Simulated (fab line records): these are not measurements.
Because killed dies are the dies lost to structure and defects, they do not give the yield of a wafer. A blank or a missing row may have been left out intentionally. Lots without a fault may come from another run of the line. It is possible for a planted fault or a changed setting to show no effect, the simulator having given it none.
Code-filled problem report in 8D (eight disciplines) form | flow gf180mcu | the parts of the form that need people (team, actions taken, sign-off) are left out

== 1. WHAT IS WRONG ==
Wafers free of any fault read 46.15 ohm/sq (standard deviation 0.09) for NSD_RS at GF_PSD_RS_MEAS_14, against a mean of 42.56 ohm/sq on 6 wafers of 2 lots. Measured from the usual mean, that is -40 standard deviations.
The step: measures by four-point-probe.
The first sign was on wafer L888.1 at day 16 16:31, on filmMetro-04. Wafers with a number at this step in the record: 36, from 12 lots. Rule for "out", or "out of limits": more than 4 standard deviations from the usual mean. The other wafers with a number count as sound.

== 2. WHAT IT IS, AND WHAT IT ISN'T ==
question                    | is                     | is not
which readings at this step | NSD_RS                 | -
which lots                  | L888, L889             | L881, L883, L884, L885, L898, L899, L900, L901, L902, L904
which wafers of those lots  | all that have a number | -
read on which gauges        | filmMetro-04           | filmMetro-01, filmMetro-03
when                        | from day 16 16:31      | up to then (12 sound wafers); but 18 sound wafers of L898, L899, L900, L901, L902, L904 came after

== 3. SUSPECTS, AND WHAT RULES EACH OUT ==
Counting: a tool stays on the suspect list if, at a process step up to the reading, it processed all lots that are out and no sound lot following the first of them.
- the gauge at GF_PSD_RS_MEAS_14: kept. All the wafers that are out were read on filmMetro-04, and no step on other tools shows them out.
- rieDiel-03 at GF_HV_LDD_ETCHBACK_58 (etches Si3N4 in CH3F/O2, stops on SiO2, time 100 s, target depth 90 nm): ruled out as a lasting fault. Sound lots L898, L904 ran on it after its first lot that is out, L888 (day 14 20:26).
- rtpAnneal-02 at GF_PSD_RTA_13 (time 20 s): ruled out as a lasting fault. Sound lots L898, L899, L900, L901, L902 ran on it after its first lot that is out, L888 (day 16 16:26).
The count leaves filmMetro-04 at GF_PSD_RS_MEAS_14.

== 4. THE CAUSE (what the simulator had put in) ==
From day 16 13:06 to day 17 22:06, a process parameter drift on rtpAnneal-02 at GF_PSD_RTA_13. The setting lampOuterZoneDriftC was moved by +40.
Counting ruled it out, wrongly: the rule takes a fault to strike every lot that its tool runs from its start on, and this one did not.

== 5. SEQUENCE OF EFFECTS, ordered by route ==
Each row: a reading where the mean over the struck wafers with a number is more than 3 standard deviations away from the usual. Scope: only readings with a usual standard deviation given in the record; hours: median across lots of the time from each lot's start at the first step in this table that gives one to its start at this step; sigmas: change in usual standard deviations.
hours | step              | reading | usual         | on struck wafers | change | sigmas
0     | GF_PSD_RS_MEAS_14 | NSD_RS  | 46.15 ohm/sq  | 42.56            | -3.59  | -40
0     | GF_PSD_RS_MEAS_15 | PSD_RS  | 108.59 ohm/sq | 98.68            | -9.91  | -35

== 6. HOW IT WOULD HAVE BEEN CAUGHT EARLIER ==
3 hours passed between the start of the fault at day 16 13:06 and the first reading out of limits at a measuring or inspecting step in this record, taken at day 16 16:31.
Tool readings at GF_PSD_RTA_13 with a usual standard deviation given in the record: none out on any struck wafer, hence no alarm at a limit of 4 standard deviations on them.
